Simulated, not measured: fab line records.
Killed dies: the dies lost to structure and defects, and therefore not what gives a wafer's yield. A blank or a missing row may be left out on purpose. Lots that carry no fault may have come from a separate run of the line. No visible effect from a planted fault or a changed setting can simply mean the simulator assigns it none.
Which tool was responsible? || flow sky130 || 36 wafers from 12 lots sampled at 5 of the route's 708 steps

== WHAT THE GAUGES READ, wafer by wafer ==
SKY_FIELD_ISO_BOW_MEAS_00.
{"lot": "L333", "measured": "day 1 10:00", "on": "film-metro-02", "INCOMING_BOW (um)": "8 -2 -4"}
{"lot": "L340", "measured": "day 2 21:02", "on": "film-metro-02", "INCOMING_BOW (um)": "3 -14 5"}
{"lot": "L341", "measured": "day 3 02:00", "on": "film-metro-03", "INCOMING_BOW (um)": "7 2 -5"}
{"lot": "L343", "measured": "day 3 12:00", "on": "film-metro-03", "INCOMING_BOW (um)": "8 -7 1"}
{"lot": "L344", "measured": "day 3 17:00", "on": "film-metro-02", "INCOMING_BOW (um)": "2 -1 7"}
{"lot": "L345", "measured": "day 3 22:00", "on": "film-metro-01", "INCOMING_BOW (um)": "1 1 0"}
{"lot": "L347", "measured": "day 4 08:01", "on": "film-metro-01", "INCOMING_BOW (um)": "-3 4 -2"}
{"lot": "L349", "measured": "day 4 18:01", "on": "film-metro-02", "INCOMING_BOW (um)": "4 6 -11"}
{"lot": "L350", "measured": "day 4 23:01", "on": "film-metro-02", "INCOMING_BOW (um)": "0 9 0"}
{"lot": "L351", "measured": "day 5 04:01", "on": "film-metro-02", "INCOMING_BOW (um)": "12 -3 -7"}
{"lot": "L352", "measured": "day 5 09:01", "on": "film-metro-02", "INCOMING_BOW (um)": "5 5 -1"}
{"lot": "L356", "measured": "day 6 05:00", "on": "film-metro-01", "INCOMING_BOW (um)": "-7 -4 7"}

SKY_FIELD_ISO_THK_MEAS_04.
{"lot": "L333", "measured": "day 1 14:38", "on": "film-metro-02", "FIELD_ISO_CVD_03_THK (nm)": "167.7 166.0 166.6"}
{"lot": "L340", "measured": "day 3 02:56", "on": "film-metro-02", "FIELD_ISO_CVD_03_THK (nm)": "168.6 169.6 166.9"}
{"lot": "L341", "measured": "day 3 08:19", "on": "film-metro-02", "FIELD_ISO_CVD_03_THK (nm)": "168.6 166.6 167.7"}
{"lot": "L343", "measured": "day 3 15:29", "on": "film-metro-03", "FIELD_ISO_CVD_03_THK (nm)": "166.2 165.4 165.0"}
{"lot": "L344", "measured": "day 3 21:14", "on": "film-metro-01", "FIELD_ISO_CVD_03_THK (nm)": "165.3 166.2 165.0"}
{"lot": "L345", "measured": "day 4 04:21", "on": "film-metro-02", "FIELD_ISO_CVD_03_THK (nm)": "166.4 166.0 165.9"}
{"lot": "L347", "measured": "day 4 11:46", "on": "film-metro-01", "FIELD_ISO_CVD_03_THK (nm)": "168.1 167.9 169.0"}
{"lot": "L349", "measured": "day 4 22:16", "on": "film-metro-01", "FIELD_ISO_CVD_03_THK (nm)": "165.0 164.8 166.4"}
{"lot": "L350", "measured": "day 5 16:00", "on": "film-metro-03", "FIELD_ISO_CVD_03_THK (nm)": "169.7 170.0 169.4"}
{"lot": "L351", "measured": "day 5 16:00", "on": "film-metro-02", "FIELD_ISO_CVD_03_THK (nm)": "165.5 167.4 167.1"}
{"lot": "L352", "measured": "day 5 16:00", "on": "film-metro-01", "FIELD_ISO_CVD_03_THK (nm)": "167.2 166.4 166.6"}
{"lot": "L356", "measured": "day 6 09:40", "on": "film-metro-02", "FIELD_ISO_CVD_03_THK (nm)": "168.1 167.3 166.3"}

SKY_VT_ADJUST_NCORE_OVL_MEAS_08.
{"lot": "L333", "measured": "day 8 14:47", "on": "overlay-02", "VT_ADJUST_NCORE_OVL (nm)": "0.9 -0.3 1.0"}
{"lot": "L340", "measured": "day 10 17:05", "on": "overlay-02", "VT_ADJUST_NCORE_OVL (nm)": "2.0 1.6 0.1"}
{"lot": "L341", "measured": "day 10 23:28", "on": "overlay-02", "VT_ADJUST_NCORE_OVL (nm)": "-0.1 0.6 0.4"}
{"lot": "L343", "measured": "day 11 10:22", "on": "overlay-01", "VT_ADJUST_NCORE_OVL (nm)": "-1.5 -1.4 0.0"}
{"lot": "L344", "measured": "day 11 19:13", "on": "overlay-02", "VT_ADJUST_NCORE_OVL (nm)": "-0.7 0.4 -1.1"}
{"lot": "L345", "measured": "day 12 00:13", "on": "overlay-02", "VT_ADJUST_NCORE_OVL (nm)": "-0.6 -1.9 -1.1"}
{"lot": "L347", "measured": "day 12 13:22", "on": "overlay-01", "VT_ADJUST_NCORE_OVL (nm)": "-147.6 -147.2 -146.8"}
{"lot": "L349", "measured": "day 13 08:19", "on": "overlay-01", "VT_ADJUST_NCORE_OVL (nm)": "-148.8 -149.1 -147.2"}
{"lot": "L350", "measured": "day 14 04:46", "on": "overlay-01", "VT_ADJUST_NCORE_OVL (nm)": "0.9 -1.1 -2.1"}
{"lot": "L351", "measured": "day 14 06:47", "on": "overlay-02", "VT_ADJUST_NCORE_OVL (nm)": "-147.4 -147.6 -146.3"}
{"lot": "L352", "measured": "day 14 09:29", "on": "overlay-02", "VT_ADJUST_NCORE_OVL (nm)": "-1.6 -2.2 -0.1"}
{"lot": "L356", "measured": "day 15 10:50", "on": "overlay-01", "VT_ADJUST_NCORE_OVL (nm)": "0.9 0.3 3.4"}

SKY_METAL1_RS_MEAS_05: uses a four-point probe to measure.
{"lot": "L333", "measured": "day 31 12:32", "on": "film-metro-04", "METAL1_ALCU_RS (ohm/sq)": "0.1263 0.1262 0.1251"}
{"lot": "L340", "measured": "day 34 08:48", "on": "film-metro-02", "METAL1_ALCU_RS (ohm/sq)": "0.1252 0.1262 0.1252"}
{"lot": "L341", "measured": "day 34 09:55", "on": "film-metro-04", "METAL1_ALCU_RS (ohm/sq)": "0.1260 0.1264 0.1253"}
{"lot": "L343", "measured": "day 34 23:04", "on": "film-metro-04", "METAL1_ALCU_RS (ohm/sq)": "0.1243 0.1243 0.1240"}
{"lot": "L344", "measured": "day 35 09:18", "on": "film-metro-03", "METAL1_ALCU_RS (ohm/sq)": "0.1311 0.1306 0.1317"}
{"lot": "L345", "measured": "day 35 15:00", "on": "film-metro-04", "METAL1_ALCU_RS (ohm/sq)": "0.1299 0.1277 0.1296"}
{"lot": "L347", "measured": "day 36 08:29", "on": "film-metro-02", "METAL1_ALCU_RS (ohm/sq)": "0.1269 0.1268 0.1257"}
{"lot": "L349", "measured": "day 37 00:45", "on": "film-metro-04", "METAL1_ALCU_RS (ohm/sq)": "0.1258 0.1277 0.1264"}
{"lot": "L350", "measured": "day 38 00:02", "on": "film-metro-03", "METAL1_ALCU_RS (ohm/sq)": "0.1272 0.1278 0.1260"}
{"lot": "L351", "measured": "day 37 19:04", "on": "film-metro-04", "METAL1_ALCU_RS (ohm/sq)": "0.1270 0.1278 0.1262"}
{"lot": "L352", "measured": "day 38 00:22", "on": "film-metro-04", "METAL1_ALCU_RS (ohm/sq)": "0.1253 0.1272 0.1269"}
{"lot": "L356", "measured": "day 38 20:12", "on": "film-metro-02", "METAL1_ALCU_RS (ohm/sq)": "0.1286 0.1264 0.1263"}

== WHICH TOOL RAN EACH LOT (tool, then ch and the chambers of the sampled wafers, then the start) ==
{"lot": "L333", "SKY_VT_ADJUST_NCORE_EXPOSE_04": "iline-stepper-01 ch 0, day 8 04:41"}
{"lot": "L340", "SKY_VT_ADJUST_NCORE_EXPOSE_04": "iline-stepper-01 ch 0, day 10 06:37"}
{"lot": "L341", "SKY_VT_ADJUST_NCORE_EXPOSE_04": "iline-stepper-02 ch 0, day 10 12:32"}
{"lot": "L343", "SKY_VT_ADJUST_NCORE_EXPOSE_04": "iline-stepper-01 ch 0, day 10 22:26"}
{"lot": "L344", "SKY_VT_ADJUST_NCORE_EXPOSE_04": "iline-stepper-01 ch 0, day 11 07:32"}
{"lot": "L345", "SKY_VT_ADJUST_NCORE_EXPOSE_04": "iline-stepper-02 ch 0, day 11 12:29"}
{"lot": "L347", "SKY_VT_ADJUST_NCORE_EXPOSE_04": "iline-stepper-01 ch 0, day 12 00:34"}
{"lot": "L349", "SKY_VT_ADJUST_NCORE_EXPOSE_04": "iline-stepper-01 ch 0, day 12 20:05"}
{"lot": "L350", "SKY_VT_ADJUST_NCORE_EXPOSE_04": "iline-stepper-02 ch 0, day 13 16:35"}
{"lot": "L351", "SKY_VT_ADJUST_NCORE_EXPOSE_04": "iline-stepper-01 ch 0, day 13 18:38"}
{"lot": "L352", "SKY_VT_ADJUST_NCORE_EXPOSE_04": "iline-stepper-02 ch 0, day 13 21:28"}
{"lot": "L356", "SKY_VT_ADJUST_NCORE_EXPOSE_04": "iline-stepper-02 ch 0, day 14 23:00"}
- SKY_VT_ADJUST_NCORE_EXPOSE_04: exposes mask LVTN COMPLEMENT THIN, target cd 380 nm.

== WHAT THE TOOLS THEMSELVES READ (means of the sampled wafers that have a number; where no wafer has one, the mark that the record gives instead) ==
SKY_VT_ADJUST_NCORE_EXPOSE_04.
{"lot": "L333", "tool": "iline-stepper-01", "reticle-temp-C (C)": 23.05}
{"lot": "L340", "tool": "iline-stepper-01", "reticle-temp-C (C)": 23.06}
{"lot": "L341", "tool": "iline-stepper-02", "reticle-temp-C (C)": 23.07}
{"lot": "L343", "tool": "iline-stepper-01", "reticle-temp-C (C)": 23.10}
{"lot": "L344", "tool": "iline-stepper-01", "reticle-temp-C (C)": 22.94}
{"lot": "L345", "tool": "iline-stepper-02", "reticle-temp-C (C)": 23.06}
{"lot": "L347", "tool": "iline-stepper-01", "reticle-temp-C (C)": 22.96}
{"lot": "L349", "tool": "iline-stepper-01", "reticle-temp-C (C)": 23.11}
{"lot": "L350", "tool": "iline-stepper-02", "reticle-temp-C (C)": 23.08}
{"lot": "L351", "tool": "iline-stepper-01", "reticle-temp-C (C)": 22.93}
{"lot": "L352", "tool": "iline-stepper-02", "reticle-temp-C (C)": 22.92}
{"lot": "L356", "tool": "iline-stepper-02", "reticle-temp-C (C)": 22.98}

== THE ANSWER, worked out from the rows above alone ==
Rule: usual is defined by the lots themselves. The widest of any qualifying gaps counts: lots, ordered by their means at a reading, are off when they make up no more than a third of the lots, leave a main group of 4 or more, and stand apart from it by 3 or more times the standard deviation of that group's means. Not used: any main group whose means are identical at the precision the tables above print for the reading. Also off: a lot with no number at a reading for which 4 or more lots have one. Any other lot the step has rows for is counted as sound. After the gauges, taken in route order, come the tools' own readings; for these a lot's mean is taken, as printed above. At the first step where some lot is off, the reading lying furthest off is the one used; lots without a number count as furthest.
Off: L347, L349, L351, seen at SKY_VT_ADJUST_NCORE_OVL_MEAS_08 (VT_ADJUST_NCORE_OVL). Main group: mean -0.1 nm, sd 1.
If a tool, at a process step before that reading, ran all the lots that are off and no sound lot after the first of them, it fits. Those tools and the gauges at SKY_VT_ADJUST_NCORE_OVL_MEAS_08 are tried in the same way. One candidate fits, namely iline-stepper-01 at SKY_VT_ADJUST_NCORE_EXPOSE_04. Its last sound lot is L344 (day 11 07:32), its first lot that is off L347 (day 12 00:34): a fault that began between those two fits.

== WHAT THE SIMULATOR PUT IN ==
Scanner matching overlay: iline-stepper-01, from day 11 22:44 on, at SKY_VT_ADJUST_NCORE_EXPOSE_04. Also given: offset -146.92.
Shown lots that were struck: L347, L349, L351. The rule given above showed the same thing.
